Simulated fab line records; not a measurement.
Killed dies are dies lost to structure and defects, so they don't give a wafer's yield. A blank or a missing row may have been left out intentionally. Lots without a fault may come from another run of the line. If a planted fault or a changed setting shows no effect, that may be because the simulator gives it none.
The tool behind it: which one? | flow gf180mcu | 13 lots, 39 wafers sampled, at 5 steps of a route of 602

== WHAT THE GAUGES SHOWED, per wafer ==
GF_STI_THK_MEAS_22. Usual: STI_OXIDATION_01_THK typically reads 14.91 nm, with standard deviation 0.28.
lot  | measured    | on            | STI_OXIDATION_01_THK (nm) | flag
L157 | day 2 03:45 | film_metro-02 | 15.06 15.14 15.00         |
L158 | day 2 08:55 | film_metro-02 | 15.01 14.76 14.87         |
L159 | day 2 14:07 | film_metro-02 | 15.16 15.35 15.27         |
L161 | day 2 23:38 | film_metro-02 | 14.90 14.87 15.02         |
L162 | day 3 04:56 | film_metro-02 | 14.11 14.23 14.29         |
L163 | day 3 10:14 | film_metro-03 | 14.95 14.87 14.94         |
L164 | day 3 15:29 | film_metro-03 | 14.80 14.63 14.89         |
L166 | day 4 00:56 | film_metro-03 | 15.05 14.85 14.94         |
L169 | day 4 16:16 | film_metro-03 | 14.65 14.66 14.61         |
L170 | day 4 23:10 | film_metro-01 | 14.59 14.99 14.96         |
L171 | day 5 04:34 | film_metro-02 | 15.10 15.11 15.02         |
L173 | day 5 14:41 | film_metro-02 | 14.91 15.04 14.69         |
L179 | day 6 20:38 | film_metro-03 | 14.85 15.17 14.89         |

GF_VT_IMPLANT_OVL_MEAS_29. Usual: VT_IMPLANT_02_OVL typically reads -0.9 nm, with standard deviation 1.4.
lot  | measured     | on         | VT_IMPLANT_02_OVL (nm) | flag
L157 | day 6 20:46  | overlay-02 | -1.0 0.1 0.1           |
L158 | day 7 03:22  | overlay-02 | 2.3 1.2 1.5            |
L159 | day 7 10:19  | overlay-01 | 0.4 0.2 -0.8           |
L161 | day 7 22:46  | overlay-02 | -1.5 -0.9 -2.3         |
L162 | day 8 07:01  | overlay-01 | -1.1 -1.0 0.5          |
L163 | day 8 09:32  | overlay-01 | 0.0 1.6 -2.0           |
L164 | day 8 19:10  | overlay-01 | 0.6 0.2 -0.5           |
L166 | day 9 06:59  | overlay-02 | -1.6 -2.3 -1.6         |
L169 | day 10 04:44 | overlay-02 | -1.6 -0.6 -1.7         |
L170 | day 10 10:37 | overlay-01 | -2.8 -1.7 -2.8         |
L171 | day 10 17:19 | overlay-02 | - - -                  | OFF
L173 | day 11 06:37 | overlay-02 | - - -                  | OFF
L179 | day 12 19:46 | overlay-01 | 0.9 -0.1 0.7           |

GF_VT_IMPLANT_TW_MEAS_32. Usual: VT_IMPLANT_3_TW typically reads 269.8, with standard deviation 2.1.
lot  | measured     | on            | VT_IMPLANT_3_TW               | flag
L157 | day 6 21:03  | film_metro-02 | 266.8 266.2 264.6             |
L158 | day 7 03:40  | film_metro-03 | 272.3 272.4 271.3             |
L159 | day 7 10:36  | film_metro-03 | 273.8 272.5 273.3             |
L161 | day 7 23:03  | film_metro-04 | 269.5 270.2 270.1             |
L162 | day 8 07:19  | film_metro-04 | 269.4 269.0 267.9             |
L163 | day 8 09:49  | film_metro-04 | 269.0 270.0 268.1             |
L164 | day 8 19:28  | film_metro-02 | 267.4 267.6 264.8             |
L166 | day 9 07:16  | film_metro-02 | 266.2 266.2 266.6             |
L169 | day 10 05:08 | film_metro-04 | 270.7 269.4 269.0             |
L170 | day 10 10:54 | film_metro-02 | 268.5 266.7 268.5             |
L171 | day 10 17:36 | film_metro-04 | 30.2 30.1 30.3 30.2 30.2 30.2 | OFF
L173 | day 11 06:54 | film_metro-03 | 30.4 30.4 30.3 30.4 30.6 30.3 | OFF
L179 | day 12 20:04 | film_metro-03 | 271.6 271.4 271.3             |

GF_DUAL_GATE_OVL_MEAS_11. Usual: DUAL_GATE_OVL typically reads 0.7 nm, with standard deviation 1.3.
lot  | measured     | on         | DUAL_GATE_OVL (nm) | flag
L157 | day 8 05:40  | overlay-02 | 1.3 2.3 0.4        |
L158 | day 8 14:04  | overlay-01 | -1.0 -0.8 2.7      |
L159 | day 8 22:03  | overlay-02 | 2.3 -0.9 1.4       |
L161 | day 9 10:19  | overlay-01 | 1.7 1.9 2.2        |
L162 | day 9 19:31  | overlay-01 | 2.3 2.6 2.2        |
L163 | day 9 21:31  | overlay-01 | 0.0 0.8 -0.6       |
L164 | day 10 08:37 | overlay-02 | -1.3 0.3 -1.2      |
L166 | day 10 22:05 | overlay-01 | 2.8 2.7 3.2        |
L169 | day 11 21:53 | overlay-01 | 3.5 1.9 0.1        |
L170 | day 12 02:01 | overlay-01 | 0.9 0.8 0.4        |
L179 | day 14 18:01 | overlay-02 | -0.5 -0.6 0.5      |

== WHAT TOOL EACH LOT RAN ON (gives the tool, then ch and the chambers of the sampled wafers, and finally the start) ==
lot  | GF_VT_IMPLANT_DEVELOP_28
L157 | litho_track-02 ch 0, day 6 20:37
L158 | litho_track-04 ch 0, day 7 03:14
L159 | litho_track-01 ch 0, day 7 10:10
L161 | litho_track-01 ch 0, day 7 22:37
L162 | litho_track-04 ch 0, day 8 06:53
L163 | litho_track-02 ch 0, day 8 09:25
L164 | litho_track-04 ch 0, day 8 19:02
L166 | litho_track-01 ch 0, day 9 06:52
L169 | litho_track-04 ch 0, day 10 04:37
L170 | litho_track-02 ch 0, day 10 10:28
L171 | litho_track-02 ch 0, day 10 17:10
L173 | litho_track-02 ch 0, day 11 06:28
L179 | litho_track-04 ch 0, day 12 19:38
- GF_VT_IMPLANT_DEVELOP_28: develop time 60 s.

== AS READ BY THE TOOLS THEMSELVES (means over the sampled wafers that have a number; for cases with no such wafer, the mark the record gives instead) ==
GF_VT_IMPLANT_DEVELOP_28. Usual: 22.98 C for developer_temp_C, sd 0.1.
lot  | tool           | developer_temp_C (C) | flag
L157 | litho_track-02 | 23.06                |
L158 | litho_track-04 | 22.97                |
L159 | litho_track-01 | 23.00                |
L161 | litho_track-01 | 23.02                |
L162 | litho_track-04 | 23.02                |
L163 | litho_track-02 | 22.75                |
L164 | litho_track-04 | 23.07                |
L166 | litho_track-01 | 22.90                |
L169 | litho_track-04 | 23.03                |
L170 | litho_track-02 | 23.00                |
L171 | litho_track-02 | 22.88                |
L173 | litho_track-02 | 23.11                |
L179 | litho_track-04 | 23.03                |

== THE ANSWER, worked out from the rows above alone ==
Rule: a lot is off if the mean of its wafers that have a number lies more than 3 standard deviations from the usual mean. Also off: a lot with no number at a reading for which 4 or more lots have one. The other lots that the step has rows for count as sound. The gauges are gone through in route order, then the tools' own readings, and for those a lot's mean is taken as printed above. At the first step where some lot is off, the reading lying furthest off is the one used; lots without a number count as furthest.
Off: L171, L173, seen at GF_VT_IMPLANT_OVL_MEAS_29 (VT_IMPLANT_02_OVL). Without a number there: L171, L173.
If a tool, at a process step before that reading, ran all the lots that are off and no sound lot after the first of them, it fits. The gauges at GF_VT_IMPLANT_OVL_MEAS_29 aren't tried: what is off there is off at GF_VT_IMPLANT_TW_MEAS_32 too, on other tools, and a gauge's error can't cause that. One fits: GF_VT_IMPLANT_DEVELOP_28 on litho_track-02. Its last sound lot is L170 (day 10 10:28), its first lot that is off L171 (day 10 17:10): a fault that began between those two fits.

== WHAT THE SIMULATOR HAD PUT IN ==
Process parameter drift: litho_track-02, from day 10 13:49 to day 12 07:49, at GF_VT_IMPLANT_DEVELOP_28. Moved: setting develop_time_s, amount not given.
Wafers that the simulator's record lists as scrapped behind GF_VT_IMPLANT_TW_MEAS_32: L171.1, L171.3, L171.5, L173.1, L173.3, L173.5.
Shown lots that were struck: L171, L173. The rule above found the same.
